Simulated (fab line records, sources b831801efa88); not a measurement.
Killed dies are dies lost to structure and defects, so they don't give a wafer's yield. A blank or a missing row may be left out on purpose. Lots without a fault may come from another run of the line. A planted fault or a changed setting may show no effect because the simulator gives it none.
Chamber matching | flow sky130 | SKY_POLY_CUT_ETCH_11 on rie_diel-01: 4 sister chambers
The step etches Si3N4 in CF4/CH2F2/Ar, stops on poly-Si, time 42.5 s, target depth 60 nm. 16 wafers are shown with their chamber, then 7 later ones without.

WAFERS WITH THEIR CHAMBER
wafer  | chamber | drypump_motor_current_A (A) | rf_fwd_power_W (W) | mfc_ar_sccm (sccm)
L202.2 | 2       | 6.25                        | 591.8              | 149.3
L202.3 | 0       | 5.81                        | 588.8              | 149.4
L202.4 | 1       | 5.60                        | 596.0              | 151.1
L203.1 | 1       | 5.57                        | 591.6              | 150.4
L203.5 | 0       | 5.83                        | 590.9              | 149.3
L203.6 | 3       | 5.42                        | 597.6              | 149.8
L204.2 | 1       | 5.54                        | 597.6              | 149.5
L204.3 | 3       | 5.42                        | 595.1              | 150.3
L204.4 | 0       | 5.84                        | 590.6              | 150.0
L206.2 | 0       | 5.82                        | 589.2              | 150.0
L206.4 | 3       | 5.40                        | 593.8              | 149.4
L206.6 | 3       | 5.41                        | 595.6              | 149.8
L208.1 | 1       | 5.55                        | 599.8              | 149.5
L208.4 | 3       | 5.41                        | 595.6              | 149.8
L208.5 | 1       | 5.56                        | 593.4              | 150.2
L218.3 | 1       | 5.58                        | 598.1              | 150.2

SIGNATURES (means of the wafers above)
reading                 | chamber 0 | chamber 1 | chamber 2 | chamber 3 | scatter within a chamber
drypump_motor_current_A | 5.8250    | 5.5667    | 6.2500    | 5.4120    | 0.0161
rf_fwd_power_W          | 589.875   | 596.083   | 591.800   | 595.540   | 2.2
mfc_ar_sccm             | 149.675   | 150.150   | 149.300   | 149.820   | 0.47
Rule: a wafer's distance from a chamber is the root of the sum, over the readings, of the square of ((its reading less the chamber's mean) divided by the reading's scatter). The wafer belongs to the nearest chamber; if the next one is less than 2 further off, it can't be placed. The scatter: the root of (the sum of the squares of (reading less its chamber's mean) over the shown wafers, divided by (wafers less chambers)).

WAFERS WITHOUT THEIR CHAMBER
wafer  | drypump_motor_current_A (A) | rf_fwd_power_W (W) | mfc_ar_sccm (sccm)
L218.4 | 5.83                        | 587.8              | 149.6
L221.1 | 5.41                        | 596.5              | 150.7
L221.3 | 5.86                        | 589.1              | 150.1
L221.5 | 5.40                        | 595.4              | 150.4
L222.2 | 5.81                        | 591.3              | 150.4
L222.3 | 5.40                        | 596.8              | 150.4
L222.4 | 6.23                        | 591.3              | 150.7

WHICH CHAMBER EACH WENT THROUGH
wafer  | from the rows above | in truth
L218.4 | 0                   | 0
L221.1 | 3                   | 3
L221.3 | 0                   | 0
L221.5 | 3                   | 3
L222.2 | 0                   | 0
L222.3 | 3                   | 3
L222.4 | 2                   | 2
Placed correctly: 7 of 7. Can't be placed from these rows: 0. Placed wrongly: 0.
